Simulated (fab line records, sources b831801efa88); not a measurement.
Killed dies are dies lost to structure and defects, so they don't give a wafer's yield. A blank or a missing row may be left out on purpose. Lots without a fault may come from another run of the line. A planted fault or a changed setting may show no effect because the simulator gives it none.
fab line records | flow sky130
record lots=6 wafers=18 last_day=50
route steps=708 shown SONOS_ONO@175 GATE_OXIDE@187 PAD_OPEN@708
lots that met no fault: from a run of the same line without faults
start_h: hours from the record's first day to the start of the lot's first wafer shown | wait_h: hours since the lot's step before | " the same as in the row above | L1.1+2: a row that stands for several wafers | - no value, or no start given | * or withheld: withheld | < > ~ a bound
route shown NAME@n: a module of which the file shows steps, and the number in the route of the first | usual: mean/standard deviation of fault-free wafers | same: alike in all rows | chamber/n: place in a boat | sites: the reading at each site | _std_site: their standard deviation | _edge_site: outer sites' mean less inner sites' | radius_mm: how far each site lies from the wafer's centre | mask NAME#n: copy n | behind: the tool/chamber that last shaped the wafer | hold: why the lot was held/for how many hours/how that ended | device: the transistor (n, p or np) that didn't switch | end of line: the same wafers' tests at the end of the route | a step without rows: its recipe alone | killed: dies lost to structure and defects at the first sort, not the wafer's yield | map: a wafer's dies, x killed, . not, _ none there
set.NAME: the setting as run; set.NAME@STEP: as run at that earlier step | model.NAME: the simulator's own value behind a step, which no gauge read
lots at some steps of the route; a table a step, a row a wafer
services: from which hour (start_h, from the record's first day; less than 0 if before it) a tool's chamber was out of use, for how many hours, and why
## steps
# step SKY_SONOS_ONO_HMDS_07
# recipe prime_time_s=60 prime_temp_c=120
# step SKY_SONOS_ONO_COAT_08
# recipe resist=NOVOLAK spin_rpm=3000 resist_thk_nm=1140
# step SKY_SONOS_ONO_SOFTBAKE_09
# recipe temp_c=90 time_s=60 resist=NOVOLAK
# step SKY_SONOS_ONO_EXPOSE_10
# recipe mask_id=ONOM target_cd_nm=410 na=0.6 source_shape=conventional sigma_outer=0.6 dose_mj=150
# step SKY_SONOS_ONO_PEB_11
# recipe temp_c=withheld time_s=* resist=NOVOLAK
# step SKY_SONOS_ONO_DEVELOP_12
# recipe develop_time_s=60 dev_temp_c=23
# step SKY_SONOS_ONO_CD_MEAS_13
# recipe target_cd_nm=410
# usual cd_nm=410.7/2.5
# columns lot.wafer tool chamber start_h wait_h cd_nm
L732.4 cd_sem-02 - 289.38 0.1 409.4
L732.5 " - " " 411.5
L732.6 " - " " 411.1
L741.3 cd_sem-02 - 352.39 0.1 408.6
L741.5 " - " " 409.5
L741.6 " - " " 411.9
L745.2 cd_sem-02 - 393.29 0.1 412.1
L745.3 " - " " 410.5
L745.6 " - " " 410.5
L746.1 cd_sem-01 - 396.92 0.1 409.3
L746.3 " - " " 408.5
L746.5 " - " " 409.2
L753.1 cd_sem-01 - 454.75 0.1 404.8
L753.5 " - " " 404.9
L753.6 " - " " 407.0
L754.1 cd_sem-01 - 465.22 0.1 412.0
L754.5 " - " " 411.1
L754.6 " - " " 412.1
# step SKY_SONOS_ONO_OVL_MEAS_14
# usual SONOS_ONO_OVL=-0.4/1.3
# columns lot.wafer tool chamber start_h wait_h SONOS_ONO_OVL[nm]
L732.4 overlay-02 - 289.46 0.1 0.5
L732.5 " - " " -0.9
L732.6 " - " " -0.8
L741.3 overlay-02 - 352.48 0.1 0.3
L741.5 " - " " 0.1
L741.6 " - " " -1.3
L745.2 overlay-01 - 393.40 0.1 0.0
L745.3 " - " " 0.5
L745.6 " - " " 1.0
L746.1 overlay-02 - 397.04 0.1 -0.3
L746.3 " - " " -0.8
L746.5 " - " " -0.4
L753.1 overlay-02 - 454.87 0.1 -1.7
L753.5 " - " " -1.4
L753.6 " - " " -2.5
L754.1 overlay-02 - 465.34 0.1 -2.4
L754.5 " - " " -0.5
L754.6 " - " " -1.0
# step SKY_SONOS_ONO_ETCH_15
# recipe target_depth_nm=19.52 chemistry=CHF3/O2 source_w=600 bias_w=200 pressure_mtorr=40 chf3_flow_sccm=50 O2_flow_sccm=5 time_s=7.8
# usual drypump_motor_current_A=5.6/0.4 oes_product_au=1.003/0.014 throttle_valve_pct=8.826/0.01
# columns lot.wafer tool chamber start_h wait_h drypump_motor_current_A oes_product_au rf_hours_counter_h throttle_valve_pct
L732.4 rie_diel-03 0 289.48 0.0 5.7 1.003 110 8.822
L732.5 " 2 " " 5.3 0.981 - 8.805
L732.6 " 1 " " 5.5 0.997 - 8.828
L741.3 rie_diel-01 1 352.51 0.0 5.6 0.999 114 8.814
L741.5 " 0 " " 4.9 0.999 - 8.828
L741.6 " 1 " " 5.5 1.012 - 8.839
L745.2 rie_diel-04 3 393.43 0.0 5.7 1.012 14 8.826
L745.3 " 1 " " 6.0 1.014 14 8.832
L745.6 " 0 " " 5.8 0.986 - 8.816
L746.1 rie_diel-01 0 397.08 0.0 4.9 0.994 16 8.824
L746.3 " 3 " " 5.5 1.012 98 8.822
L746.5 " 0 " " 4.9 0.986 - 8.824
L753.1 rie_diel-01 3 454.90 0.0 5.5 1.009 99 8.827
L753.5 " 3 " " 5.5 1.012 - 8.815
L753.6 " 2 " " 6.1 1.035 - 8.837
L754.1 rie_diel-01 1 465.38 0.0 5.5 0.999 1 8.832
L754.5 " 2 " " 6.1 1.025 - 8.832
L754.6 " 1 " " 5.5 0.995 - 8.819
# step SKY_SONOS_ONO_WET_ETCH_16
# recipe chemistry=dHF target_depth_nm=14 dry=n2_spin target=SiO2 dilution=100:1 temp_c=25 time_s=280
# step SKY_SONOS_ONO_STRIP_17
# recipe chemistry=O2/N2 power_w=1400 pressure_mtorr=1500 platen_temp_c=withheld o2_flow_sccm=3000 n2_flow_sccm=300 overash_fraction=0.5
# usual drypump_motor_current_A=5.6/0.35 n2_flow_sccm=300.1/0.92 oes_product_au=0.710/0.0046 strip_time_to_endpoint_s=14.11/0.04
# columns lot.wafer tool chamber start_h wait_h drypump_motor_current_A n2_flow_sccm oes_product_au rf_hours_counter_h strip_time_to_endpoint_s
L732.4 plasma_asher-01 1 289.62 0.0 5.8 302.5 0.711 - 14.12
L732.5 " 0 " " 5.9 300.2 0.711 - 14.14
L732.6 " 1 " " 5.8 300.6 0.708 - 14.16
L741.3 plasma_asher-04 0 352.65 0.0 5.8 299.2 0.705 - 14.13
L741.5 " 1 " " 5.1 299.7 0.709 - 14.19
L741.6 " 0 " " 5.7 300.3 0.708 - 14.16
L745.2 plasma_asher-04 0 393.62 0.0 5.7 300.3 0.715 71 14.12
L745.3 " 1 " " 5.0 298.9 0.703 - 14.09
L745.6 " 1 " " 5.0 301.1 0.716 - 14.13
L746.1 plasma_asher-01 0 397.19 0.0 5.9 300.4 0.711 26 14.07
L746.3 " 1 " " 5.8 300.7 0.706 - 14.02
L746.5 " 1 " " 5.8 300.6 0.712 - 14.07
L753.1 plasma_asher-04 0 455.01 0.0 5.7 300.8 0.706 2 14.07
L753.5 " 0 " " 5.7 299.9 0.713 - 14.07
L753.6 " 1 " " 5.1 299.2 0.713 - 14.05
L754.1 plasma_asher-04 1 465.50 0.0 5.1 301.1 0.711 3 14.06
L754.5 " 1 " " 5.0 301.1 0.712 - 14.06
L754.6 " 0 " " 5.7 300.2 0.710 - 14.06
# step SKY_SONOS_ONO_WET_ETCH_18
# recipe chemistry=H3PO4 target_depth_nm=15 target=Si3N4 temp_c=160 time_s=172
# step SKY_GATE_OXIDE_CLEAN_00
# recipe chemistry=SC1/SC2 mix=1:4:20 temp_c=70 time_s=150 dry=n2_spin
# usual run_length_s=176.3/2.9
# columns lot.wafer tool chamber start_h wait_h run_length_s model.SiO2_of_SONOS_ONO_CVD_04.thk_nm
L732.4 wet_bench-02 1 289.74 0.0 177.6 5.102
L732.5 " 1 " " 177.6 5.108
L732.6 " 1 " " 177.6 5.128
L741.3 wet_bench-04 3 352.77 0.0 173.8 4.777
L741.5 " 3 " " 173.8 4.867
L741.6 " 3 " " 173.8 4.863
L745.2 wet_bench-02 2 393.78 0.0 101.4 5.234
L745.3 " 2 " " 101.4 5.224
L745.6 " 2 " " 101.4 5.215
L746.1 wet_bench-02 0 397.40 0.0 100.0 5.386
L746.3 " 0 " " 100.0 5.232
L746.5 " 0 " " 100.0 5.268
L753.1 wet_bench-02 1 455.17 0.0 179.0 4.962
L753.5 " 1 " " 179.0 4.833
L753.6 " 1 " " 179.0 4.858
L754.1 wet_bench-04 2 465.65 0.0 174.9 4.856
L754.5 " 2 " " 174.9 4.903
L754.6 " 2 " " 174.9 5.018
# step SKY_GATE_OXIDE_OXIDATION_01
# recipe temp_c=900 ambient=O2 stabilise_s=600 purge_s=300 target_thk_a=102.68 ox_time_s=1473
# step SKY_GATE_OXIDE_THK_MEAS_02
# recipe reads=SiO2_of_GATE_OXIDE_OXIDATION_01
# usual GATE_OXIDE_OXIDATION_00_THK=10.32/0.2
# columns lot.wafer tool chamber start_h wait_h GATE_OXIDE_OXIDATION_00_THK[nm]
L732.4 film_metro-04 - 291.59 0.0 10.19
L732.5 " - " " 10.26
L732.6 " - " " 10.00
L741.3 film_metro-04 - 355.07 0.0 10.31
L741.5 " - " " 10.28
L741.6 " - " " 10.17
L745.2 film_metro-03 - 395.75 0.0 10.61
L745.3 " - " " 10.49
L745.6 " - " " 10.53
L746.1 film_metro-02 - 400.63 0.0 10.47
L746.3 " - " " 10.57
L746.5 " - " " 10.31
L753.1 film_metro-03 - 456.62 0.0 10.56
L753.5 " - " " 10.70
L753.6 " - " " 10.63
L754.1 film_metro-03 - 467.78 0.0 10.34
L754.5 " - " " 10.42
L754.6 " - " " 10.37
# step SKY_GATE_OXIDE_DEHYDRATE_03
# recipe temp_c=200 time_s=60
# step SKY_GATE_OXIDE_HMDS_04
# recipe prime_time_s=60 prime_temp_c=120
# step SKY_GATE_OXIDE_COAT_05
# recipe resist=NOVOLAK spin_rpm=3000 resist_thk_nm=1140
# step SKY_GATE_OXIDE_SOFTBAKE_06
# recipe temp_c=90 time_s=60 resist=NOVOLAK
# step SKY_GATE_OXIDE_EXPOSE_07
# recipe mask_id=LVOM na=0.6 source_shape=conventional sigma_outer=0.6 polarization=unpolarized target_cd_nm=600 dose_mj=170
# step SKY_GATE_OXIDE_PEB_08
# recipe temp_c=withheld time_s=* resist=NOVOLAK
# step SKY_GATE_OXIDE_DEVELOP_09
# recipe resist=NOVOLAK developer=TMAH develop_time_s=60 dev_temp_c=23
# step SKY_GATE_OXIDE_OVL_MEAS_10
# usual GATE_OXIDE_OVL=0.1/1.3
# columns lot.wafer tool chamber start_h wait_h GATE_OXIDE_OVL[nm]
L732.4 overlay-02 - 317.07 0.1 -0.6
L732.5 " - " " -1.0
L732.6 " - " " -1.1
L741.3 overlay-01 - 382.81 0.1 0.7
L741.5 " - " " 2.4
L741.6 " - " " 0.9
L745.2 overlay-02 - 425.05 0.1 -0.4
L745.3 " - " " 0.7
L745.6 " - " " 1.0
L746.1 overlay-01 - 430.60 0.1 1.5
L746.3 " - " " -0.7
L746.5 " - " " 0.7
L753.1 overlay-02 - 486.55 0.1 2.5
L753.5 " - " " 0.2
L753.6 " - " " 0.6
L754.1 overlay-01 - 498.30 0.1 0.6
L754.5 " - " " 0.0
L754.6 " - " " 0.8
# step SKY_GATE_OXIDE_IMPLANT_11
# recipe species=B energy_kev=10 dose_cm2=2.6e+12 tilt_deg=withheld
# step SKY_GATE_OXIDE_WET_ETCH_12
# recipe chemistry=dHF target_depth_nm=16.8 dry=n2_spin target=SiO2 dilution=100:1 temp_c=25 time_s=336
# step SKY_GATE_OXIDE_STRIP_13
# recipe chemistry=O2/N2 power_w=1400 pressure_mtorr=1500 platen_temp_c=withheld o2_flow_sccm=3000 n2_flow_sccm=300 overash_fraction=0.5
# usual drypump_motor_current_A=5.7/0.34 n2_flow_sccm=300.0/1 oes_product_au=0.715/0.0044 strip_time_to_endpoint_s=14.18/0.038
# columns lot.wafer tool chamber start_h wait_h drypump_motor_current_A n2_flow_sccm oes_product_au rf_hours_counter_h strip_time_to_endpoint_s
L732.4 plasma_asher-04 0 317.37 0.0 5.8 300.6 0.713 - 14.18
L732.5 " 1 " " 5.0 298.9 0.711 - 14.21
L732.6 " 0 " " 5.7 300.1 0.722 - 14.19
L741.3 plasma_asher-03 0 383.12 0.0 6.0 300.4 0.718 - 14.14
L741.5 " 0 " " 6.0 299.6 0.714 - 14.12
L741.6 " 1 " " 5.9 299.5 0.719 - 14.18
L745.2 plasma_asher-03 0 425.45 0.0 6.0 300.7 0.724 74 14.15
L745.3 " 0 " " 6.0 300.7 0.715 - 14.19
L745.6 " 0 " " 6.0 298.5 0.716 - 14.14
L746.1 plasma_asher-03 1 430.88 0.0 5.8 301.9 0.721 75 14.20
L746.3 " 1 " " 5.9 300.4 0.714 - 14.18
L746.5 " 1 " " 5.9 300.6 0.714 - 14.16
L753.1 plasma_asher-02 0 486.83 0.0 6.0 297.9 0.720 62 14.18
L753.5 " 1 " " 5.7 301.5 0.711 - 14.18
L753.6 " 0 " " 6.0 298.1 0.719 - 14.20
L754.1 plasma_asher-02 1 498.59 0.0 5.7 302.2 0.716 63 14.17
L754.5 " 0 " " 6.0 300.7 0.713 - 14.14
L754.6 " 1 " " 5.7 301.5 0.710 - 14.20
# step SKY_GATE_OXIDE_TW_MEAS_14
# usual GATE_OXIDE_TW=223.4/2.3
# columns lot.wafer tool chamber start_h wait_h GATE_OXIDE_TW
L732.4 film_metro-03 - 317.47 0.1 225.2
L732.5 " - " " 224.1
L732.6 " - " " 224.6
L741.3 film_metro-03 - 383.20 0.1 224.9
L741.5 " - " " 224.7
L741.6 " - " " 224.2
L745.2 film_metro-02 - 425.56 0.1 220.2
L745.3 " - " " 220.9
L745.6 " - " " 221.2
L746.1 film_metro-02 - 430.98 0.1 221.6
L746.3 " - " " 220.8
L746.5 " - " " 220.2
L753.1 film_metro-04 - 486.93 0.1 224.6
L753.5 " - " " 224.4
L753.6 " - " " 223.0
L754.1 film_metro-04 - 498.69 0.1 225.6
L754.5 " - " " 223.9
L754.6 " - " " 224.0
# step SKY_GATE_OXIDE_CLEAN_15
# recipe chemistry=SC1/SC2 mix=1:4:20 temp_c=70 time_s=150 dry=n2_spin
# usual run_length_s=178/4
# columns lot.wafer tool chamber start_h wait_h run_length_s model.SiO2_of_SONOS_ONO_CVD_04.thk_nm
L732.4 wet_bench-02 2 317.50 0.0 183 4.422
L732.5 " 2 " " 183 4.425
L732.6 " 2 " " 183 4.444
L741.3 wet_bench-04 2 383.24 0.0 175 4.096
L741.5 " 2 " " 175 4.182
L741.6 " 2 " " 175 4.179
L745.2 wet_bench-02 1 425.61 0.0 186 4.555
L745.3 " 1 " " 186 4.547
L745.6 " 1 " " 186 4.536
L746.1 wet_bench-02 2 431.04 0.1 183 4.702
L746.3 " 2 " " 183 4.549
L746.5 " 2 " " 183 4.584
L753.1 wet_bench-02 0 486.99 0.1 176 4.287
L753.5 " 0 " " 176 4.157
L753.6 " 0 " " 176 4.185
L754.1 wet_bench-04 0 498.75 0.1 175 4.188
L754.5 " 0 " " 175 4.237
L754.6 " 0 " " 175 4.35
# step SKY_GATE_OXIDE_OXIDATION_16
# recipe temp_c=800 ambient=O2 idle_temp_c=700 ramp_up_c_per_min=10 ramp_down_c_per_min=3 stabilise_s=600 purge_s=300 target_thk_a=35.7 ox_time_s=1915
# step SKY_PAD_OPEN_PROBE_99
# usual killed_at_M0_to_M3=41/6.2 killed_at_M4_up=3.0/1.7 killed_at_contacts=25/5.8 killed_at_front_end=16/4.5 killed_at_other=0.2/0.42 killed_dies=85/8.4 killed_open=46/5.9 killed_short=39/6.3
# same gross_dies=492 killed_at_back_side=0
# columns lot.wafer tool chamber start_h wait_h killed_at_M0_to_M3 killed_at_M4_up killed_at_contacts killed_at_front_end killed_at_other killed_dies killed_open killed_short model.etest.cap_thick_oxide.gate_bv_v model.etest.cap_ono.gate_log10_a_cm2 model.etest.cap_ono.tox_acc_nm model.etest.sonos_programmed.vt_v model.etest.sonos_erased.vt_v model.etest.sonos_baked.vt_v
L732.4 prober-02 - 1083.34 0.2 38 4 22 19 0 83 45 38 15.17 -8.316 13.2 1.325 -2.151 0.91
L732.5 prober-02 - 1083.39 0.2 50 6 18 16 0 90 49 41 15.81 -8.424 13.15 1.319 -2.121 0.8502
L732.6 prober-02 - 1083.44 0.2 43 6 23 20 1 93 48 45 16.03 -8.403 13.25 1.248 -2.123 0.8052
L741.3 prober-01 - 1131.75 0.2 42 3 22 19 1 87 41 46 15.76 -7.739 12.7 1.542 -2.369 0.9911
L741.5 prober-01 - 1131.85 0.2 44 4 13 10 0 71 38 32 15.9 -7.791 12.82 1.532 -2.365 0.9851
L741.6 prober-01 - 1131.90 0.2 45 2 39 11 0 97 51 45 15.85 -7.818 12.78 1.514 -2.35 0.9858
L745.2 prober-01 - 1159.91 0.1 38 2 20 14 0 74 45 28 15.39 -8.288 13.26 1.248 -2.144 0.8393
L745.3 prober-01 - 1159.96 0.2 32 5 32 18 1 88 52 35 15.39 -8.458 13.32 1.284 -2.118 0.8228
L745.6 prober-01 - 1160.11 0.2 51 1 28 14 0 94 48 46 15.75 -8.24 13.15 1.314 -2.201 0.844
L746.1 prober-02 - 1161.81 0.1 42 7 18 19 0 86 40 46 15.18 -8.293 13.17 1.348 -2.135 0.8107
L746.3 prober-02 - 1161.91 0.2 50 1 17 9 1 78 47 31 15.51 -8.177 13.11 1.383 -2.216 0.8588
L746.5 prober-02 - 1162.01 0.2 36 2 30 14 0 82 43 39 15.63 -8.196 13.11 1.418 -2.188 0.8678
L753.1 prober-01 - 1191.57 0.1 33 4 27 19 0 83 43 40 16.45 -8.216 13.12 1.358 -2.158 0.96
L753.5 prober-01 - 1191.77 0.2 34 2 22 21 0 79 43 36 16.15 -7.967 12.88 1.5 -2.301 0.9954
L753.6 prober-01 - 1191.82 0.2 43 1 23 13 1 81 39 41 15.75 -7.993 13.03 1.411 -2.22 0.9677
L754.1 prober-02 - 1197.34 0.1 51 1 29 11 0 92 41 51 15.58 -8.001 12.91 1.481 -2.262 0.9524
L754.5 prober-02 - 1197.54 0.2 39 3 23 21 0 86 43 42 15.92 -7.997 12.91 1.439 -2.289 0.9404
L754.6 prober-02 - 1197.59 0.2 46 2 29 16 1 94 50 42 16.32 -8.137 13.04 1.374 -2.277 0.917
# killed by level:class
L732.4 VIA1:geometric_particle:open=7 VIA3:geometric_particle:open=7 VIA2:geometric_particle:open=6 CONTACT:geometric_particle:open=5 POLY_GATE:geometric_particle:open=5 POLY_GATE:geometric_particle:short=5 LOCAL_INTERCONNECT:geometric_particle:short=5 FIELD_ISO:geometric_particle:short=4
L732.5 VIA1:geometric_particle:open=13 VIA3:geometric_particle:open=11 METAL1:geometric_particle:short=8 CONTACT:geometric_particle:open=6 LOCAL_INTERCONNECT:geometric_particle:short=5 VIA2:geometric_particle:open=5 POLY_GATE:geometric_particle:short=4 LI_CONTACT:geometric_particle:open=4
L732.6 CONTACT:geometric_particle:open=13 VIA1:geometric_particle:open=11 POLY_GATE:geometric_particle:short=6 VIA1:geometric_particle:short=5 VIA3:geometric_particle:open=5 VIA2:geometric_particle:open=5 FIELD_ISO:geometric_particle:short=4 METAL3:geometric_particle:short=4
L741.3 VIA1:geometric_particle:open=12 CONTACT:geometric_particle:open=7 VIA2:geometric_particle:open=6 FIELD_ISO:geometric_particle:open=5 POLY_GATE:geometric_particle:short=5 LOCAL_INTERCONNECT:geometric_particle:short=5 METAL2:geometric_particle:short=5 VIA1:geometric_particle:short=5
L741.5 VIA1:geometric_particle:open=17 METAL2:geometric_particle:short=7 CONTACT:geometric_particle:short=6 POLY_GATE:geometric_particle:open=4 CONTACT:geometric_particle:open=4 VIA1:geometric_particle:short=4 FIELD_ISO:geometric_particle:short=3 VIA2:geometric_particle:open=3
L741.6 CONTACT:geometric_particle:open=15 LI_CONTACT:geometric_particle:open=12 VIA1:geometric_particle:open=10 VIA1:geometric_particle:short=6 CONTACT:geometric_particle:short=6 METAL1:geometric_particle:short=5 VIA2:geometric_particle:short=5 POLY_GATE:geometric_particle:open=4
L745.2 VIA1:geometric_particle:open=8 LI_CONTACT:geometric_particle:open=7 CONTACT:geometric_particle:open=7 VIA3:geometric_particle:open=6 VIA2:geometric_particle:open=5 FIELD_ISO:geometric_particle:open=4 FIELD_ISO:geometric_particle:short=4 METAL1:geometric_particle:short=4
L745.3 CONTACT:geometric_particle:open=12 LI_CONTACT:geometric_particle:open=9 VIA1:geometric_particle:open=7 VIA3:geometric_particle:open=6 CONTACT:geometric_particle:short=5 METAL1:geometric_particle:short=5 METAL4:geometric_particle:short=5 POLY_GATE:geometric_particle:short=4
L745.6 LI_CONTACT:geometric_particle:open=12 VIA1:geometric_particle:open=10 METAL2:geometric_particle:short=8 METAL3:geometric_particle:short=8 CONTACT:geometric_particle:open=7 METAL1:geometric_particle:short=6 LOCAL_INTERCONNECT:geometric_particle:short=5 VIA1:geometric_particle:short=5
L746.1 VIA1:geometric_particle:short=11 VIA1:geometric_particle:open=9 POLY_GATE:geometric_particle:short=8 CONTACT:geometric_particle:open=8 METAL2:geometric_particle:short=7 LI_CONTACT:geometric_particle:open=5 METAL4:geometric_particle:short=5 VIA3:geometric_particle:open=5
L746.3 VIA1:geometric_particle:open=16 VIA2:geometric_particle:open=7 METAL2:geometric_particle:short=6 LI_CONTACT:geometric_particle:open=6 VIA3:geometric_particle:open=6 CONTACT:geometric_particle:open=5 POLY_GATE:geometric_particle:short=4 METAL1:geometric_particle:short=4
L746.5 VIA1:geometric_particle:open=11 CONTACT:geometric_particle:open=10 LI_CONTACT:geometric_particle:open=6 LI_CONTACT:geometric_particle:short=5 VIA3:geometric_particle:open=5 LOCAL_INTERCONNECT:geometric_particle:short=4 CONTACT:geometric_particle:short=4 METAL2:geometric_particle:short=4
L753.1 LI_CONTACT:geometric_particle:open=8 CONTACT:geometric_particle:open=7 VIA1:geometric_particle:open=7 FIELD_ISO:geometric_particle:short=6 FIELD_ISO:geometric_particle:open=5 LOCAL_INTERCONNECT:geometric_particle:short=5 METAL2:geometric_particle:short=5 VIA2:geometric_particle:short=5
L753.5 CONTACT:geometric_particle:open=12 FIELD_ISO:geometric_particle:open=7 VIA2:geometric_particle:open=7 FIELD_ISO:geometric_particle:short=6 VIA1:geometric_particle:open=6 CONTACT:geometric_particle:short=5 VIA1:geometric_particle:short=5 VIA3:geometric_particle:open=5
L753.6 CONTACT:geometric_particle:open=11 VIA1:geometric_particle:open=10 METAL1:geometric_particle:short=9 LI_CONTACT:geometric_particle:open=5 VIA3:geometric_particle:open=5 FIELD_ISO:geometric_particle:short=4 POLY_GATE:geometric_particle:short=4 VIA3:geometric_particle:short=4
L754.1 CONTACT:geometric_particle:open=10 METAL2:geometric_particle:short=9 VIA3:geometric_particle:open=9 FIELD_ISO:geometric_particle:short=7 METAL1:geometric_particle:short=7 VIA1:geometric_particle:open=7 CONTACT:geometric_particle:short=6 LI_CONTACT:geometric_particle:open=5
L754.5 CONTACT:geometric_particle:open=8 METAL1:geometric_particle:short=7 VIA1:geometric_particle:open=7 FIELD_ISO:geometric_particle:short=6 FIELD_ISO:geometric_particle:open=5 LOCAL_INTERCONNECT:geometric_particle:short=5 POLY_GATE:geometric_particle:open=5 LI_CONTACT:geometric_particle:open=5
L754.6 CONTACT:geometric_particle:open=12 VIA1:geometric_particle:open=11 LI_CONTACT:geometric_particle:short=6 VIA2:geometric_particle:open=6 FIELD_ISO:geometric_particle:short=5 POLY_GATE:geometric_particle:open=5 LOCAL_INTERCONNECT:geometric_particle:short=5 VIA3:geometric_particle:open=5
## services
# columns tool chamber start_h hours kind
rie_diel-04 1 269.87 8.5 repair
wet_bench-02 - 272.64 1.9 pm
plasma_asher-02 - 292.92 0.7 repair
plasma_asher-03 - 295.31 8.8 repair
plasma_asher-01 - 325.24 2.8 repair
rie_diel-03 - 332.83 0.4 repair
plasma_asher-01 - 341.39 0.8 repair
rie_diel-01 1 349.25 2.9 repair
rie_diel-04 - 356.74 0.4 repair
plasma_asher-04 - 376.93 2.8 pm
plasma_asher-02 - 379.23 2.2 repair
plasma_asher-01 - 383.35 2.2 repair
rie_diel-01 0 397.34 2.4 repair
rie_diel-03 3 408.17 4.6 repair
plasma_asher-02 - 418.67 15.6 pm
rie_diel-01 - 419.25 0.8 repair
plasma_asher-04 - 421.25 9.0 pm
plasma_asher-04 0 421.25 9.0 vent_cycle
rie_diel-04 0 435.19 3.0 repair
rie_diel-03 0 454.84 7.0 repair
plasma_asher-03 - 463.42 3.6 repair
rie_diel-01 0 465.11 2.0 repair
rie_diel-03 3 477.14 3.3 repair
plasma_asher-03 - 485.36 4.7 repair
## key
first_sign step=SKY_GATE_OXIDE_CLEAN_00 reading=run_length_s direction=down sigmas=26 usual=* struck=*
effect none on later readings
model_effect step=SKY_GATE_OXIDE_CLEAN_00 value=SiO2_of_SONOS_ONO_CVD_04.thk_nm without=4.922 struck=5.26
model_effect step=SKY_GATE_OXIDE_CLEAN_15 value=SiO2_of_SONOS_ONO_CVD_04.thk_nm without=4.241 struck=4.579
model_effect step=SKY_PAD_OPEN_PROBE_99 value=etest.cap_thick_oxide.gate_bv_v without=16.02 struck=15.48
met_at SKY_GATE_OXIDE_CLEAN_00
struck_wafers L745.2,L745.3,L745.6,L746.1,L746.3,L746.5
tester_left_out L745,L746
onset_between 289.74 393.78
fault kind=process_parameter_drift tool=wet_bench-02 chamber=- onset_h=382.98 steps=SKY_GATE_OXIDE_CLEAN_00 channel=time_s offset=* shape=step end_h=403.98 acts_in=* stated=*
# tester_left_out: of these lots the tester's yield and bins aren't shown, on N5 and GAA mostly nor the transistor test; their killed dies are dies lost to structure and defects alone, not to doping, threshold or leakage, so they don't give the yield
